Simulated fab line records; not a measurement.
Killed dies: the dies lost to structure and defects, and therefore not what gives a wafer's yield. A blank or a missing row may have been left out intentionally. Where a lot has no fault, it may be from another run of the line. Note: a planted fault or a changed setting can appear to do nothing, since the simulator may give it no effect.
A struck lot beside a sound one / flow sky130 / 14 steps out of a route of 708
Sound: wafers L592.1, L592.4, L592.6. The struck wafers were L583.2, L583.3, L583.5. The cause comes at the end.
Order at every step that has rows: each side's tool, ch and its chambers, its first start. Under that, the readings that differ: sound wafers / struck wafers / difference of the means / sigmas: that difference in standard deviations of wafers without a fault.
alike: readings with means less than 2 such deviations apart, plus words and numbers identical on both sides. not compared: withheld readings, readings lacking a value on some wafer, bounds such as >300 that could conceal the same value, and numbers that have no deviation in the record and whose values overlap.
Wherever a step has rows on one side only, a row that says differs or no value, or a row with sigmas, the two part there. Numbers that don't overlap but have no deviation are shown without sigmas and don't part them. Lack of a reading on every wafer of one side parts them only where that side has two or more wafers.

first, 5 steps without rows for these wafers: SKY_LDD_N_IMPLANT_11; SKY_LDD_N_IMPLANT_12; SKY_LDD_N_IMPLANT_13; SKY_LDD_N_IMPLANT_14; SKY_LDD_N_IMPLANT_15.
SKY_LDD_N_STRIP_16: strips in O2/N2.
  sound on plasmaAsher-04 ch 1, day 24 17:36; struck on plasmaAsher-04 ch 0,1, day 21 20:11
  alike: drypumpMotorCurrentA, oesProductAu, stripTimeToEndpointS
  not compared: rfHoursCounterH
SKY_LDD_N_TW_MEAS_17:
  sound on filmMetro-01 at day 24 17:42; struck on filmMetro-04 at day 21 20:18
  alike: LDD_N_TW
then, 5 steps without rows for these wafers: SKY_LDD_P_DEHYDRATE_00 (time 60 s); SKY_LDD_P_HMDS_01 (prime time 60 s); SKY_LDD_P_COAT_02 (resist thk 1140 nm); SKY_LDD_P_SOFTBAKE_03 (time 60 s); SKY_LDD_P_EXPOSE_04 (exposes mask PSDM, target cd 380 nm).
SKY_LDD_P_PEB_05:
  sound on lithoTrack-02 ch 0, day 25 22:16; struck on lithoTrack-02, day 23 03:02
reading=exhaustPa (Pa); sound=43.9 44.3 45.7; struck=- - -; difference=no value on the struck wafers; sigmas=
  not compared: chillPlateTempC, timeS
then, 1 step without rows for these wafers: SKY_LDD_P_DEVELOP_06 (develop time 60 s).

WHERE THEY PART
Only at SKY_LDD_P_PEB_05, as far as this record shows.

WHY: what the simulator had put in
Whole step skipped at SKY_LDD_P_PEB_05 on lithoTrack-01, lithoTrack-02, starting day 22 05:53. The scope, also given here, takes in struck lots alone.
